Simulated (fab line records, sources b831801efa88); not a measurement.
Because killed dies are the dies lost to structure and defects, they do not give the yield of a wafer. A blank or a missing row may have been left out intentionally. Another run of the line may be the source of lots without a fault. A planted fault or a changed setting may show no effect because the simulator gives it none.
fab line records / flow gf180mcu
[record] lots = 6 wafers = 18 lastDay = 34
route steps=602 shown VT_IMPLANT@97
lots with no fault: from the same line, run without faults
startH: hours from the record's first day to the start of the lot's first wafer shown / waitH: time in hours since the lot's previous step / " the same as in the row above / L1.1+2: one row covering several wafers at once / - no value present, or no start provided / * or withheld: withheld / < > ~ a bound
route shown NAME@n: a module of which the file shows steps, and the number in the route of the first / usual: average and standard deviation across the fault-free wafers / same: alike in all rows / chamber/n: place in a boat / sites: per-site readings / _std_site: standard deviation across them / _edge_site: the outer-site mean with the inner-site mean subtracted / radiusMm: for every site, how far away it sits from the centre of the wafer / mask NAME#n: copy n / behind: tool/chamber where the wafer was last shaped / hold: reason for holding the lot/hours on hold/outcome of the hold / device: the transistor (n, p or np) that didn't switch / end of line: the tests these same wafers got at the end of their route / for a step that has no rows: nothing shown but its recipe / killed: the dies lost at the first sort to structure and to defects; this is not the yield of the wafer / map: per-die view of a wafer (x killed, . not killed, _ where there is no die)
set.NAME: the setting that was run; set.NAME@STEP: the one run at that earlier step / model.NAME: the simulator's own value behind a step, which no gauge read
lots seen at some steps along the route; tables by step, rows by wafer
services: the hour from which a tool's chamber was out of use, counted from the record's first day as startH (under 0 if before that day), plus the number of hours and why
[[steps]]
[step GF_VT_IMPLANT_OVL_MEAS_07]
[usual] VT_IMPLANT_OVL = -1.1/1.1
lot.wafer=L653.4 tool=overlay-02 chamber=- startH=134.76 waitH=0.1 VT_IMPLANT_OVL[nm]=0.2
lot.wafer=L653.5 tool=overlay-02 chamber=- startH=134.76 waitH=0.1 VT_IMPLANT_OVL[nm]=0.3
lot.wafer=L653.6 tool=overlay-02 chamber=- startH=134.76 waitH=0.1 VT_IMPLANT_OVL[nm]=0.4
lot.wafer=L657.1 tool=overlay-01 chamber=- startH=162.79 waitH=0.1 VT_IMPLANT_OVL[nm]=-1.4
lot.wafer=L657.3 tool=overlay-01 chamber=- startH=162.79 waitH=0.1 VT_IMPLANT_OVL[nm]=-1.2
lot.wafer=L657.6 tool=overlay-01 chamber=- startH=162.79 waitH=0.1 VT_IMPLANT_OVL[nm]=-1.9
lot.wafer=L661.1 tool=overlay-01 chamber=- startH=185.49 waitH=0.1 VT_IMPLANT_OVL[nm]=-2.2
lot.wafer=L661.2 tool=overlay-01 chamber=- startH=185.49 waitH=0.1 VT_IMPLANT_OVL[nm]=-2.1
lot.wafer=L661.4 tool=overlay-01 chamber=- startH=185.49 waitH=0.1 VT_IMPLANT_OVL[nm]=-3.2
lot.wafer=L664.2 tool=overlay-02 chamber=- startH=203.70 waitH=0.1 VT_IMPLANT_OVL[nm]=0.8
lot.wafer=L664.3 tool=overlay-02 chamber=- startH=203.70 waitH=0.1 VT_IMPLANT_OVL[nm]=0.4
lot.wafer=L664.6 tool=overlay-02 chamber=- startH=203.70 waitH=0.1 VT_IMPLANT_OVL[nm]=-0.5
lot.wafer=L666.1 tool=overlay-02 chamber=- startH=214.14 waitH=0.1 VT_IMPLANT_OVL[nm]=-1.6
lot.wafer=L666.4 tool=overlay-02 chamber=- startH=214.14 waitH=0.1 VT_IMPLANT_OVL[nm]=-1.2
lot.wafer=L666.5 tool=overlay-02 chamber=- startH=214.14 waitH=0.1 VT_IMPLANT_OVL[nm]=-1.3
lot.wafer=L672.2 tool=overlay-02 chamber=- startH=254.35 waitH=0.1 VT_IMPLANT_OVL[nm]=-0.2
lot.wafer=L672.3 tool=overlay-02 chamber=- startH=254.35 waitH=0.1 VT_IMPLANT_OVL[nm]=-0.4
lot.wafer=L672.4 tool=overlay-02 chamber=- startH=254.35 waitH=0.1 VT_IMPLANT_OVL[nm]=-1.1
[step GF_VT_IMPLANT_IMPLANT_08]
[recipe] species = BF2 energyKev = 20 doseCm2 = 8.29e+12 tiltDeg = 7
[step GF_VT_IMPLANT_STRIP_09]
[recipe] chemistry = O2/N2 powerW = 1400 pressureMtorr = 1500 platenTempC = 250 o2FlowSccm = 3000 n2FlowSccm = 300 overashFraction = 0.5
[usual] drypumpMotorCurrentA = 6.42/0.22 heaterPowerW = 359/23 n2FlowSccm = 299.9/0.87 oesProductAu = 0.717/0.0041 stripTimeToEndpointS = 12.64/0.039
lot.wafer=L653.4 tool=plasmaAsher-02 chamber=0 startH=134.96 waitH=0.1 drypumpMotorCurrentA=6.06 heaterPowerW=323 n2FlowSccm=299.7 oesProductAu=0.715 rfHoursCounterH=- stripTimeToEndpointS=12.71
lot.wafer=L653.5 tool=plasmaAsher-02 chamber=1 startH=134.96 waitH=0.1 drypumpMotorCurrentA=6.64 heaterPowerW=378 n2FlowSccm=298.6 oesProductAu=0.712 rfHoursCounterH=- stripTimeToEndpointS=12.65
lot.wafer=L653.6 tool=plasmaAsher-02 chamber=0 startH=134.96 waitH=0.1 drypumpMotorCurrentA=6.04 heaterPowerW=312 n2FlowSccm=300.1 oesProductAu=0.721 rfHoursCounterH=- stripTimeToEndpointS=12.63
lot.wafer=L657.1 tool=plasmaAsher-01 chamber=0 startH=162.98 waitH=0.1 drypumpMotorCurrentA=6.55 heaterPowerW=340 n2FlowSccm=299.8 oesProductAu=0.713 rfHoursCounterH=52 stripTimeToEndpointS=12.64
lot.wafer=L657.3 tool=plasmaAsher-01 chamber=1 startH=162.98 waitH=0.1 drypumpMotorCurrentA=6.52 heaterPowerW=368 n2FlowSccm=299.5 oesProductAu=0.722 rfHoursCounterH=- stripTimeToEndpointS=12.61
lot.wafer=L657.6 tool=plasmaAsher-01 chamber=0 startH=162.98 waitH=0.1 drypumpMotorCurrentA=6.56 heaterPowerW=351 n2FlowSccm=298.3 oesProductAu=0.714 rfHoursCounterH=- stripTimeToEndpointS=12.66
lot.wafer=L661.1 tool=plasmaAsher-02 chamber=0 startH=185.68 waitH=0.1 drypumpMotorCurrentA=6.08 heaterPowerW=320 n2FlowSccm=297.6 oesProductAu=0.718 rfHoursCounterH=52 stripTimeToEndpointS=12.62
lot.wafer=L661.2 tool=plasmaAsher-02 chamber=1 startH=185.68 waitH=0.1 drypumpMotorCurrentA=6.65 heaterPowerW=381 n2FlowSccm=300.4 oesProductAu=0.719 rfHoursCounterH=52 stripTimeToEndpointS=12.68
lot.wafer=L661.4 tool=plasmaAsher-02 chamber=1 startH=185.68 waitH=0.1 drypumpMotorCurrentA=6.65 heaterPowerW=383 n2FlowSccm=300.2 oesProductAu=0.718 rfHoursCounterH=- stripTimeToEndpointS=12.66
lot.wafer=L664.2 tool=plasmaAsher-01 chamber=0 startH=203.88 waitH=0.1 drypumpMotorCurrentA=6.55 heaterPowerW=347 n2FlowSccm=299.8 oesProductAu=0.715 rfHoursCounterH=56 stripTimeToEndpointS=12.70
lot.wafer=L664.3 tool=plasmaAsher-01 chamber=0 startH=203.88 waitH=0.1 drypumpMotorCurrentA=6.56 heaterPowerW=346 n2FlowSccm=301.7 oesProductAu=0.718 rfHoursCounterH=- stripTimeToEndpointS=12.70
lot.wafer=L664.6 tool=plasmaAsher-01 chamber=1 startH=203.88 waitH=0.1 drypumpMotorCurrentA=6.53 heaterPowerW=380 n2FlowSccm=301.4 oesProductAu=0.718 rfHoursCounterH=- stripTimeToEndpointS=12.67
lot.wafer=L666.1 tool=plasmaAsher-02 chamber=0 startH=214.33 waitH=0.1 drypumpMotorCurrentA=6.07 heaterPowerW=318 n2FlowSccm=300.4 oesProductAu=0.721 rfHoursCounterH=55 stripTimeToEndpointS=12.68
lot.wafer=L666.4 tool=plasmaAsher-02 chamber=1 startH=214.33 waitH=0.1 drypumpMotorCurrentA=6.68 heaterPowerW=363 n2FlowSccm=299.1 oesProductAu=0.717 rfHoursCounterH=- stripTimeToEndpointS=12.64
lot.wafer=L666.5 tool=plasmaAsher-02 chamber=0 startH=214.33 waitH=0.1 drypumpMotorCurrentA=6.05 heaterPowerW=316 n2FlowSccm=299.9 oesProductAu=0.719 rfHoursCounterH=- stripTimeToEndpointS=12.69
lot.wafer=L672.2 tool=plasmaAsher-04 chamber=1 startH=254.53 waitH=0.1 drypumpMotorCurrentA=6.35 heaterPowerW=379 n2FlowSccm=300.1 oesProductAu=0.718 rfHoursCounterH=47 stripTimeToEndpointS=12.61
lot.wafer=L672.3 tool=plasmaAsher-04 chamber=0 startH=254.53 waitH=0.1 drypumpMotorCurrentA=6.29 heaterPowerW=363 n2FlowSccm=300.0 oesProductAu=0.713 rfHoursCounterH=- stripTimeToEndpointS=12.54
lot.wafer=L672.4 tool=plasmaAsher-04 chamber=1 startH=254.53 waitH=0.1 drypumpMotorCurrentA=6.30 heaterPowerW=389 n2FlowSccm=299.5 oesProductAu=0.717 rfHoursCounterH=- stripTimeToEndpointS=12.58
[step GF_VT_IMPLANT_TW_MEAS_10]
[usual] VT_IMPLANT_TW = 562/3.6
lot.wafer=L653.4 tool=filmMetro-04 chamber=- startH=135.06 waitH=0.1 VT_IMPLANT_TW=560
lot.wafer=L653.5 tool=filmMetro-04 chamber=- startH=135.06 waitH=0.1 VT_IMPLANT_TW=563
lot.wafer=L653.6 tool=filmMetro-04 chamber=- startH=135.06 waitH=0.1 VT_IMPLANT_TW=560
lot.wafer=L657.1 tool=filmMetro-01 chamber=- startH=163.08 waitH=0.1 VT_IMPLANT_TW=558
lot.wafer=L657.3 tool=filmMetro-01 chamber=- startH=163.08 waitH=0.1 VT_IMPLANT_TW=558
lot.wafer=L657.6 tool=filmMetro-01 chamber=- startH=163.08 waitH=0.1 VT_IMPLANT_TW=560
lot.wafer=L661.1 tool=filmMetro-04 chamber=- startH=185.78 waitH=0.1 VT_IMPLANT_TW=562
lot.wafer=L661.2 tool=filmMetro-04 chamber=- startH=185.78 waitH=0.1 VT_IMPLANT_TW=562
lot.wafer=L661.4 tool=filmMetro-04 chamber=- startH=185.78 waitH=0.1 VT_IMPLANT_TW=563
lot.wafer=L664.2 tool=filmMetro-04 chamber=- startH=203.99 waitH=0.1 VT_IMPLANT_TW=557
lot.wafer=L664.3 tool=filmMetro-04 chamber=- startH=203.99 waitH=0.1 VT_IMPLANT_TW=557
lot.wafer=L664.6 tool=filmMetro-04 chamber=- startH=203.99 waitH=0.1 VT_IMPLANT_TW=560
lot.wafer=L666.1 tool=filmMetro-03 chamber=- startH=214.43 waitH=0.1 VT_IMPLANT_TW=570
lot.wafer=L666.4 tool=filmMetro-03 chamber=- startH=214.43 waitH=0.1 VT_IMPLANT_TW=571
lot.wafer=L666.5 tool=filmMetro-03 chamber=- startH=214.43 waitH=0.1 VT_IMPLANT_TW=570
lot.wafer=L672.2 tool=filmMetro-01 chamber=- startH=254.64 waitH=0.1 VT_IMPLANT_TW=566
lot.wafer=L672.3 tool=filmMetro-01 chamber=- startH=254.64 waitH=0.1 VT_IMPLANT_TW=558
lot.wafer=L672.4 tool=filmMetro-01 chamber=- startH=254.64 waitH=0.1 VT_IMPLANT_TW=563
[step GF_VT_IMPLANT_DEHYDRATE_11]
[recipe] tempC = 200 timeS = 60
[step GF_VT_IMPLANT_HMDS_12]
[recipe] primeTimeS = 60 primeTempC = 120
[step GF_VT_IMPLANT_COAT_13]
[recipe] resist = NOVOLAK spinRpm = 3000 resistThkNm = 1000
[step GF_VT_IMPLANT_SOFTBAKE_14]
[recipe] tempC = 90 timeS = 60 resist = NOVOLAK
[step GF_VT_IMPLANT_EXPOSE_15]
[recipe] maskId = Nwell_LV_AREA targetCdNm = 860 na = 0.6 sourceShape = conventional sigmaOuter = 0.6 doseMj = 140
[step GF_VT_IMPLANT_PEB_16]
[recipe] tempC = withheld timeS = * resist = NOVOLAK
[step GF_VT_IMPLANT_DEVELOP_17]
[recipe] developTimeS = 60 devTempC = 23
[step GF_VT_IMPLANT_OVL_MEAS_18]
[usual] VT_IMPLANT_01_OVL = 0.1/1.4
lot.wafer=L653.4 tool=overlay-02 chamber=- startH=150.21 waitH=0.1 VT_IMPLANT_01_OVL[nm]=2.7
lot.wafer=L653.5 tool=overlay-02 chamber=- startH=150.21 waitH=0.1 VT_IMPLANT_01_OVL[nm]=2.9
lot.wafer=L653.6 tool=overlay-02 chamber=- startH=150.21 waitH=0.1 VT_IMPLANT_01_OVL[nm]=3.5
lot.wafer=L657.1 tool=overlay-01 chamber=- startH=179.04 waitH=0.1 VT_IMPLANT_01_OVL[nm]=-0.3
lot.wafer=L657.3 tool=overlay-01 chamber=- startH=179.04 waitH=0.1 VT_IMPLANT_01_OVL[nm]=-1.2
lot.wafer=L657.6 tool=overlay-01 chamber=- startH=179.04 waitH=0.1 VT_IMPLANT_01_OVL[nm]=0.2
lot.wafer=L661.1 tool=overlay-02 chamber=- startH=202.39 waitH=0.1 VT_IMPLANT_01_OVL[nm]=-0.8
lot.wafer=L661.2 tool=overlay-02 chamber=- startH=202.39 waitH=0.1 VT_IMPLANT_01_OVL[nm]=0.2
lot.wafer=L661.4 tool=overlay-02 chamber=- startH=202.39 waitH=0.1 VT_IMPLANT_01_OVL[nm]=-0.7
lot.wafer=L664.2 tool=overlay-02 chamber=- startH=220.80 waitH=0.1 VT_IMPLANT_01_OVL[nm]=-0.3
lot.wafer=L664.3 tool=overlay-02 chamber=- startH=220.80 waitH=0.1 VT_IMPLANT_01_OVL[nm]=0.7
lot.wafer=L664.6 tool=overlay-02 chamber=- startH=220.80 waitH=0.1 VT_IMPLANT_01_OVL[nm]=-1.8
lot.wafer=L666.1 tool=overlay-01 chamber=- startH=232.49 waitH=0.1 VT_IMPLANT_01_OVL[nm]=1.1
lot.wafer=L666.4 tool=overlay-01 chamber=- startH=232.49 waitH=0.1 VT_IMPLANT_01_OVL[nm]=1.2
lot.wafer=L666.5 tool=overlay-01 chamber=- startH=232.49 waitH=0.1 VT_IMPLANT_01_OVL[nm]=2.0
lot.wafer=L672.2 tool=overlay-02 chamber=- startH=272.80 waitH=0.1 VT_IMPLANT_01_OVL[nm]=-0.1
lot.wafer=L672.3 tool=overlay-02 chamber=- startH=272.80 waitH=0.1 VT_IMPLANT_01_OVL[nm]=-0.1
lot.wafer=L672.4 tool=overlay-02 chamber=- startH=272.80 waitH=0.1 VT_IMPLANT_01_OVL[nm]=-1.2
[step GF_VT_IMPLANT_IMPLANT_19]
[recipe] species = As energyKev = 100 doseCm2 = 4.35e+12 tiltDeg = 7
[usual] beamEnergyKeV = 100.00/0.033
lot.wafer=L653.4 tool=implanter-01 chamber=0 startH=150.30 waitH=0.1 beamEnergyKeV=99.98 model.implant.drpNm=24.08
lot.wafer=L653.5 tool=implanter-01 chamber=0 startH=150.30 waitH=0.1 beamEnergyKeV=99.99 model.implant.drpNm=24.08
lot.wafer=L653.6 tool=implanter-01 chamber=0 startH=150.30 waitH=0.1 beamEnergyKeV=100.00 model.implant.drpNm=24.08
lot.wafer=L657.1 tool=implanter-01 chamber=0 startH=179.08 waitH=0.0 beamEnergyKeV=102.89 model.implant.drpNm=24.65
lot.wafer=L657.3 tool=implanter-01 chamber=0 startH=179.08 waitH=0.0 beamEnergyKeV=102.91 model.implant.drpNm=24.65
lot.wafer=L657.6 tool=implanter-01 chamber=0 startH=179.08 waitH=0.0 beamEnergyKeV=102.90 model.implant.drpNm=24.65
lot.wafer=L661.1 tool=implanter-01 chamber=0 startH=202.43 waitH=0.0 beamEnergyKeV=102.88 model.implant.drpNm=24.65
lot.wafer=L661.2 tool=implanter-01 chamber=0 startH=202.43 waitH=0.0 beamEnergyKeV=102.95 model.implant.drpNm=24.65
lot.wafer=L661.4 tool=implanter-01 chamber=0 startH=202.43 waitH=0.0 beamEnergyKeV=102.93 model.implant.drpNm=24.65
lot.wafer=L664.2 tool=implanter-02 chamber=0 startH=220.88 waitH=0.1 beamEnergyKeV=99.97 model.implant.drpNm=24.08
lot.wafer=L664.3 tool=implanter-02 chamber=0 startH=220.88 waitH=0.1 beamEnergyKeV=100.02 model.implant.drpNm=24.08
lot.wafer=L664.6 tool=implanter-02 chamber=0 startH=220.88 waitH=0.1 beamEnergyKeV=99.94 model.implant.drpNm=24.08
lot.wafer=L666.1 tool=implanter-02 chamber=0 startH=232.53 waitH=0.0 beamEnergyKeV=100.06 model.implant.drpNm=24.08
lot.wafer=L666.4 tool=implanter-02 chamber=0 startH=232.53 waitH=0.0 beamEnergyKeV=99.98 model.implant.drpNm=24.08
lot.wafer=L666.5 tool=implanter-02 chamber=0 startH=232.53 waitH=0.0 beamEnergyKeV=100.08 model.implant.drpNm=24.08
lot.wafer=L672.2 tool=implanter-02 chamber=0 startH=272.85 waitH=0.0 beamEnergyKeV=100.02 model.implant.drpNm=24.08
lot.wafer=L672.3 tool=implanter-02 chamber=0 startH=272.85 waitH=0.0 beamEnergyKeV=100.01 model.implant.drpNm=24.08
lot.wafer=L672.4 tool=implanter-02 chamber=0 startH=272.85 waitH=0.0 beamEnergyKeV=100.00 model.implant.drpNm=24.08
[step GF_VT_IMPLANT_STRIP_20]
[recipe] chemistry = O2/N2 powerW = 1400 pressureMtorr = 1500 platenTempC = 250 o2FlowSccm = 3000 n2FlowSccm = 300 overashFraction = 0.5
[usual] drypumpMotorCurrentA = 6.43/0.2 heaterPowerW = 360/21 n2FlowSccm = 300.0/0.9 oesProductAu = 0.716/0.0044 stripTimeToEndpointS = 12.65/0.038
lot.wafer=L653.4 tool=plasmaAsher-04 chamber=1 startH=150.41 waitH=0.1 drypumpMotorCurrentA=6.29 heaterPowerW=391 n2FlowSccm=301.7 oesProductAu=0.715 rfHoursCounterH=- stripTimeToEndpointS=12.61
lot.wafer=L653.5 tool=plasmaAsher-04 chamber=1 startH=150.41 waitH=0.1 drypumpMotorCurrentA=6.33 heaterPowerW=379 n2FlowSccm=300.4 oesProductAu=0.719 rfHoursCounterH=- stripTimeToEndpointS=12.58
lot.wafer=L653.6 tool=plasmaAsher-04 chamber=0 startH=150.41 waitH=0.1 drypumpMotorCurrentA=6.31 heaterPowerW=350 n2FlowSccm=298.8 oesProductAu=0.716 rfHoursCounterH=- stripTimeToEndpointS=12.59
lot.wafer=L657.1 tool=plasmaAsher-02 chamber=0 startH=179.23 waitH=0.1 drypumpMotorCurrentA=6.04 heaterPowerW=313 n2FlowSccm=300.7 oesProductAu=0.712 rfHoursCounterH=52 stripTimeToEndpointS=12.61
lot.wafer=L657.3 tool=plasmaAsher-02 chamber=0 startH=179.23 waitH=0.1 drypumpMotorCurrentA=6.05 heaterPowerW=324 n2FlowSccm=302.0 oesProductAu=0.713 rfHoursCounterH=- stripTimeToEndpointS=12.62
lot.wafer=L657.6 tool=plasmaAsher-02 chamber=1 startH=179.23 waitH=0.1 drypumpMotorCurrentA=6.66 heaterPowerW=390 n2FlowSccm=302.4 oesProductAu=0.720 rfHoursCounterH=- stripTimeToEndpointS=12.66
lot.wafer=L661.1 tool=plasmaAsher-02 chamber=0 startH=202.58 waitH=0.1 drypumpMotorCurrentA=6.08 heaterPowerW=316 n2FlowSccm=301.6 oesProductAu=0.720 rfHoursCounterH=54 stripTimeToEndpointS=12.74
lot.wafer=L661.2 tool=plasmaAsher-02 chamber=1 startH=202.58 waitH=0.1 drypumpMotorCurrentA=6.64 heaterPowerW=370 n2FlowSccm=300.7 oesProductAu=0.719 rfHoursCounterH=54 stripTimeToEndpointS=12.71
lot.wafer=L661.4 tool=plasmaAsher-02 chamber=1 startH=202.58 waitH=0.1 drypumpMotorCurrentA=6.62 heaterPowerW=377 n2FlowSccm=301.4 oesProductAu=0.710 rfHoursCounterH=- stripTimeToEndpointS=12.69
lot.wafer=L664.2 tool=plasmaAsher-01 chamber=0 startH=221.13 waitH=0.2 drypumpMotorCurrentA=6.55 heaterPowerW=352 n2FlowSccm=299.6 oesProductAu=0.725 rfHoursCounterH=58 stripTimeToEndpointS=12.62
lot.wafer=L664.3 tool=plasmaAsher-01 chamber=1 startH=221.13 waitH=0.2 drypumpMotorCurrentA=6.54 heaterPowerW=377 n2FlowSccm=299.6 oesProductAu=0.714 rfHoursCounterH=- stripTimeToEndpointS=12.63
lot.wafer=L664.6 tool=plasmaAsher-01 chamber=0 startH=221.13 waitH=0.2 drypumpMotorCurrentA=6.55 heaterPowerW=351 n2FlowSccm=299.5 oesProductAu=0.716 rfHoursCounterH=- stripTimeToEndpointS=12.60
lot.wafer=L666.1 tool=plasmaAsher-01 chamber=1 startH=232.68 waitH=0.1 drypumpMotorCurrentA=6.55 heaterPowerW=375 n2FlowSccm=298.4 oesProductAu=0.716 rfHoursCounterH=59 stripTimeToEndpointS=12.66
lot.wafer=L666.4 tool=plasmaAsher-01 chamber=0 startH=232.68 waitH=0.1 drypumpMotorCurrentA=6.52 heaterPowerW=350 n2FlowSccm=301.0 oesProductAu=0.709 rfHoursCounterH=- stripTimeToEndpointS=12.67
lot.wafer=L666.5 tool=plasmaAsher-01 chamber=1 startH=232.68 waitH=0.1 drypumpMotorCurrentA=6.53 heaterPowerW=374 n2FlowSccm=300.3 oesProductAu=0.712 rfHoursCounterH=- stripTimeToEndpointS=12.64
lot.wafer=L672.2 tool=plasmaAsher-01 chamber=0 startH=272.98 waitH=0.1 drypumpMotorCurrentA=6.56 heaterPowerW=355 n2FlowSccm=299.7 oesProductAu=0.713 rfHoursCounterH=63 stripTimeToEndpointS=12.64
lot.wafer=L672.3 tool=plasmaAsher-01 chamber=0 startH=272.98 waitH=0.1 drypumpMotorCurrentA=6.59 heaterPowerW=347 n2FlowSccm=299.0 oesProductAu=0.720 rfHoursCounterH=- stripTimeToEndpointS=12.64
lot.wafer=L672.4 tool=plasmaAsher-01 chamber=1 startH=272.98 waitH=0.1 drypumpMotorCurrentA=6.54 heaterPowerW=375 n2FlowSccm=298.1 oesProductAu=0.717 rfHoursCounterH=- stripTimeToEndpointS=12.62
[[services]]
tool=implanter-01 chamber=- startH=115.80 hours=3.1 kind=repair
tool=plasmaAsher-01 chamber=- startH=140.39 hours=2.7 kind=repair
tool=implanter-02 chamber=- startH=146.50 hours=22.5 kind=pm
tool=implanter-01 chamber=- startH=146.58 hours=1.1 kind=repair
tool=plasmaAsher-04 chamber=- startH=179.33 hours=2.8 kind=pm
tool=implanter-02 chamber=- startH=189.51 hours=6.5 kind=repair
tool=plasmaAsher-01 chamber=- startH=228.96 hours=2.2 kind=repair
[[key]]
[firstSign] step = GF_VT_IMPLANT_IMPLANT_19 reading = beamEnergyKeV direction = up sigmas = 88 usual = 100.00 struck = 102.91
effect none on later readings
[modelEffect] step = GF_VT_IMPLANT_IMPLANT_19 value = implant.drpNm without = 24.08 struck = 24.65
metAt GF_VT_IMPLANT_IMPLANT_19
struckWafers L657.1,L657.3,L657.6,L661.1,L661.2,L661.4
testerLeftOut L657,L661
onsetBetween 150.30 179.08
[fault] kind = processParameterDrift tool = implanter-01 chamber = - onsetH = 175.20 steps = GF_VT_IMPLANT_IMPLANT_19 channel = energyKev offset = 2.8943 shape = step endH = 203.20 actsIn = theseRecipesOnly stated = 100
// testerLeftOut: of these lots the tester's yield and bins aren't shown, on N5 and GAA mostly nor the transistor test; their killed dies are dies lost to structure and defects alone, not to doping, threshold or leakage, so they don't give the yield
